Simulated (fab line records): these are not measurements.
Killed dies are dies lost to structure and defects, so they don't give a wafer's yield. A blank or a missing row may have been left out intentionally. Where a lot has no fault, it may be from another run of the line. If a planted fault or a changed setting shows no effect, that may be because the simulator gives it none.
The tool behind it: which one?	flow gf180mcu	30 wafers from 10 lots sampled at 5 of the route's 602 steps

== WHAT THE GAUGES SHOWED, per wafer ==
GF_V4_THK_MEAS_01. Usual: V4_CVD_00_THK 598 nm, standard deviation 8.4.
lot	measured	on	V4_CVD_00_THK (nm)	flag
L862	day 23 10:54	filmMetro-04	585 584 595	
L863	day 23 16:16	filmMetro-04	613 603 604	
L864	day 24 00:04	filmMetro-04	587 601 601	
L868	day 25 08:29	filmMetro-03	463 454 449	OFF
L870	day 26 00:34	filmMetro-03	469 460 464	OFF
L873	day 27 01:48	filmMetro-04	448 471 476	OFF
L875	day 27 18:02	filmMetro-01	595 589 588	
L876	day 28 01:37	filmMetro-04	603 613 613	
L878	day 28 14:51	filmMetro-01	594 614 607	
L885	day 30 15:22	filmMetro-04	598 587 601	

GF_V4_THK_MEAS_25: measures by xrf. Usual: V4_W_THK 360 nm, standard deviation 8.9.
lot	measured	on	V4_W_THK (nm)	flag
L862	day 24 09:56	filmMetro-04	358 360 359	
L863	day 24 16:38	filmMetro-01	353 365 369	
L864	day 24 23:07	filmMetro-01	350 340 343	
L868	day 26 07:40	filmMetro-01	354 358 353	
L870	day 26 22:29	filmMetro-03	355 354 356	
L873	day 27 23:47	filmMetro-03	350 353 355	
L875	day 28 15:11	filmMetro-03	372 372 359	
L876	day 28 22:17	filmMetro-04	347 355 349	
L878	day 29 11:39	filmMetro-01	369 361 365	
L885	day 31 10:55	filmMetro-03	355 354 354	

== TOOL THAT RAN EACH LOT (tool first, then ch and the chambers of the sampled wafers, then the start) ==
lot	GF_M1_SPUTTER_03	GF_M3_SPUTTER_02	GF_V4_CVD_00
L862	pvdSputter-01, day 16 04:53	pvdSputter-04, day 20 09:20	hdpcvd-01 ch 1,2, day 23 10:49
L863	pvdSputter-01, day 16 10:50	pvdSputter-04, day 20 15:05	hdpcvd-02 ch 0,1, day 23 16:11
L864	pvdSputter-04, day 16 17:18	pvdSputter-01, day 20 22:59	hdpcvd-02 ch 0,1,2, day 23 23:59
L868	pvdSputter-03, day 18 03:41	pvdSputter-01, day 22 09:26	hdpcvd-01 ch 1,2, day 25 08:24
L870	pvdSputter-03, day 18 21:47	pvdSputter-01, day 23 03:35	hdpcvd-01 ch 0,2, day 26 00:29
L873	pvdSputter-01, day 20 04:09	pvdSputter-04, day 24 06:42	hdpcvd-01 ch 1,2, day 27 01:43
L875	pvdSputter-04, day 20 23:46	pvdSputter-03, day 25 00:16	hdpcvd-02 ch 0,1, day 27 17:56
L876	pvdSputter-04, day 21 05:56	pvdSputter-04, day 25 07:40	hdpcvd-02 ch 1,2, day 28 01:32
L878	pvdSputter-01, day 22 00:01	pvdSputter-03, day 25 22:58	hdpcvd-02 ch 0,1,2, day 28 14:46
L885	pvdSputter-04, day 24 08:32	pvdSputter-03, day 28 02:34	hdpcvd-02 ch 0,1, day 30 15:17
- GF_M1_SPUTTER_03: material Ti, target thk 10 nm, time 6.7 s.
- GF_M3_SPUTTER_02: material AlCu, target thk 450 nm, time 23.9 s.
- GF_V4_CVD_00: deposits SiO2, target thk 600 nm, time 100 s.

== WHAT THE TOOLS THEMSELVES READ (means of the sampled wafers that have a number; where no wafer has one, the mark that the record gives instead) ==
GF_M1_SPUTTER_03. Usual: throttleValvePct 30.0 %, standard deviation 0.83.
lot	tool	throttleValvePct (%)	flag
L862	pvdSputter-01	29.3	
L863	pvdSputter-01	29.4	
L864	pvdSputter-04	30.7	
L868	pvdSputter-03	30.1	
L870	pvdSputter-03	30.0	
L873	pvdSputter-01	29.3	
L875	pvdSputter-04	30.2	
L876	pvdSputter-04	30.1	
L878	pvdSputter-01	29.0	
L885	pvdSputter-04	30.0	

GF_M3_SPUTTER_02. Usual: throttleValvePct 30.1 %, standard deviation 0.8.
lot	tool	throttleValvePct (%)	flag
L862	pvdSputter-04	30.6	
L863	pvdSputter-04	30.2	
L864	pvdSputter-01	30.9	
L868	pvdSputter-01	30.4	
L870	pvdSputter-01	29.9	
L873	pvdSputter-04	29.9	
L875	pvdSputter-03	30.0	
L876	pvdSputter-04	30.4	
L878	pvdSputter-03	29.7	
L885	pvdSputter-03	29.9	

== THE ANSWER, worked out from the rows above alone ==
Rule: a lot counts as off when the mean over its wafers that have a number is more than 3 standard deviations away from the usual mean. A lot without any number at a reading at which 4 lots or more have one is off too. The other lots that the step has rows for count as sound. The gauges are gone through in route order, then the tools' own readings, and for those a lot's mean is taken as printed above. At the first step where some lot is off, the reading lying furthest off is the one used; lots without a number count as furthest.
Off: L868, L870, L873, seen at GF_V4_THK_MEAS_01 (V4_CVD_00_THK).
If a tool, at a process step before that reading, ran all the lots that are off and no sound lot after the first of them, it fits. The gauges at GF_V4_THK_MEAS_01 are tried like those tools. One fits: hdpcvd-01 at GF_V4_CVD_00. A fault onset in the window from L862 (day 23 10:49, its last sound lot) to L868 (day 25 08:24, its first lot off) fits.

== WHAT THE SIMULATOR HAD PUT IN ==
Site profile drift: hdpcvd-01, from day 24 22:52 on, at GF_V4_CVD_00. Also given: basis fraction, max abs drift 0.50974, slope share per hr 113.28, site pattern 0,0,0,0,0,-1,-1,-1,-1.
Struck lots among those shown: L868, L870, L873. The rule above reached the same finding.
